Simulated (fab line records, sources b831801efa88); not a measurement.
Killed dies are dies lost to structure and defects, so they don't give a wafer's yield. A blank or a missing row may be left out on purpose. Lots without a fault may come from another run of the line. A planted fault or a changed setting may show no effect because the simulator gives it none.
Which tool did it? | flow sky130 | 7 lots, 21 wafers sampled, at 2 steps of a route of 708

WHAT THE GAUGES READ, wafer by wafer
SKY_NWELL_THK_MEAS_02.
lot  | measured    | on            | NWELL_OXIDATION_THK (nm)
L786 | day 3 04:29 | film_metro-02 | 10.06 9.82 9.82
L789 | day 3 17:19 | film_metro-02 | 9.55 9.76 9.61
L791 | day 4 04:51 | film_metro-03 | 9.91 9.92 9.73
L801 | day 6 08:29 | film_metro-03 | 9.99 10.29 10.20
L804 | day 7 00:02 | film_metro-02 | 10.01 10.07 10.05
L806 | day 7 13:23 | film_metro-03 | 10.05 10.18 10.12

WHICH TOOL RAN EACH LOT (tool, then ch and the chambers of the sampled wafers, then the start)
lot  | SKY_FIELD_ISO_PEB_11
L786 | litho_track-04 ch 0, day 2 20:00
L789 | litho_track-04 ch 0, day 3 10:00
L791 | litho_track-01 ch 0, day 3 22:00
L799 | litho_track-01, day 5 15:00
L801 | litho_track-04 ch 0, day 6 01:00
L804 | litho_track-03 ch 0, day 6 17:00
L806 | litho_track-04 ch 0, day 7 04:00
- SKY_FIELD_ISO_PEB_11

THE ANSWER, worked out from the rows above alone
Rule: what is usual is taken from the lots themselves. Put in order of their means at a reading, lots are off if they are a third of the lots or fewer, leave a main group of 4 or more, and stand apart from it by a gap of 3 or more times the standard deviation of the main group's means; of several such gaps the widest counts. A main group whose means are all the same, to the digits that the tables above print for the reading, isn't used. A lot without any number at a reading at which 4 lots or more have one is off too. The other lots that the step has rows for count as sound.
No lot is off at any reading shown: from this, nothing can be told.

WHAT THE SIMULATOR HAD PUT IN
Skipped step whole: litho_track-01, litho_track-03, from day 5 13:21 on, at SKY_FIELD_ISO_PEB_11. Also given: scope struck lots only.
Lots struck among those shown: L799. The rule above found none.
